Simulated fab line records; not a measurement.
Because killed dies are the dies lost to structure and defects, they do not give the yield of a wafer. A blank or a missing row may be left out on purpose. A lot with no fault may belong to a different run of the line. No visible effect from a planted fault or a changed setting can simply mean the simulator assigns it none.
Problem report, 8D (eight disciplines) form, completed by code | flow sfq_line | the parts of the form that need people (team, actions taken, sign-off) are left out

## 1. PROBLEM STATEMENT
At SFQ_TRILAYER_A5B_DEP_PECVD_129, rf_fwd_power_W averages 255.9 W over 6 wafers from 2 lots, while fault-free wafers read 182.5 W, standard deviation 0.65. So: +99 or more standard deviations from the usual mean.
The step: deposits SiO2 from SiH4/N2O, time 133.33 s, target thk 600 nm.
The first sign was on wafer L454.1 at day 53 03:39, on pecvd-03. Wafers with a number at this step in the record: 18, from 6 lots. Rule for "out", or "out of limits": more than 4 standard deviations from the usual mean. The other wafers with a number count as sound.

## 2. WHAT IT IS; WHAT IT IS NOT
question                    | is                     | is not
which readings at this step | rf_fwd_power_W         | chamber_pressure_Torr
which lots                  | L454, L455             | L449, L456, L463, L467
which wafers of those lots  | all that have a number | -
read on which tools         | pecvd-03               | pecvd-01, pecvd-02
when                        | from day 53 03:39      | up to then (3 sound wafers); but 9 sound wafers of L456, L463, L467 came after

## 3. SUSPECTS, AND WHAT RULES EACH OUT
Counting: a tool at a process step up to the reading stays a suspect if it ran every lot that is out and no sound lot after the first of them.
- rie_metal-04 at SFQ_TRILAYER_M5_BARC_OPEN_METAL_ETCH_161 (etches BARC in O2, target depth 125 nm, time 41.7 s): ruled out as a lasting fault. Following L454 (day 53 02:37), the first lot on it that is out, the sound lots L456 were run on it.
- rie_metal-04 at SFQ_TRILAYER_M5_ETCH_METAL_ETCH_126 (etches Nb in Cl2/BCl3, stops on SiO2, time 203.2 s, target depth 265 nm): ruled out as a lasting fault. Following L454 (day 53 02:41), the first lot on it that is out, the sound lots L456 were run on it.
- rie_metal-04 at SFQ_TRILAYER_M5_STRIP_STRIP_127 (strips in O2): ruled out as a lasting fault. Following L454 (day 53 02:52), the first lot on it that is out, the sound lots L456 were run on it.
- pecvd-03 at SFQ_TRILAYER_A5B_DEP_PECVD_129 (deposits SiO2 from SiH4/N2O, time 133.33 s, target thk 600 nm): ruled out as a lasting fault. Following L454 (day 53 03:39), the first lot on it that is out, the sound lots L463 were run on it.
Left after counting: nothing in the record.

## 4. THE CAUSE (what the simulator had put in)
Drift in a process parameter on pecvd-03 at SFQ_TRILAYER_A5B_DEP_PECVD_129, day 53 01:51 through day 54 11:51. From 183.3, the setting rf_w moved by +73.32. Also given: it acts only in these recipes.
Counting ruled it out, wrongly.

## 5. THE CHAIN OF EFFECTS, in route order
Each row: a reading whose mean over the struck wafers that have a number lies more than 3 standard deviations from the usual. Only readings whose record carries a usual standard deviation are examined. hours: median over the lots of the time between each lot's start at the first step of this table that gives one and its start at this step. sigmas: the change, counted in usual standard deviations.
hours | step                           | reading          | usual   | on struck wafers | change | sigmas
0     | SFQ_TRILAYER_A5B_DEP_PECVD_129 | rf_fwd_power_W   | 182.5 W | 255.9            | +73.4  | +99 or more
0     | SFQ_TRILAYER_A5B_DEP_PECVD_129 | showerhead_vpp_V | 844 V   | 1016             | +172   | +3.8
Its process steps:
- SFQ_TRILAYER_A5B_DEP_PECVD_129: deposits SiO2 from SiH4/N2O, time 133.33 s, target thk 600 nm.

## 6. WHAT WOULD HAVE CAUGHT IT SOONER
The fault began at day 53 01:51; the first out-of-limits reading in this record came at day 53 03:39, 2 hours later.
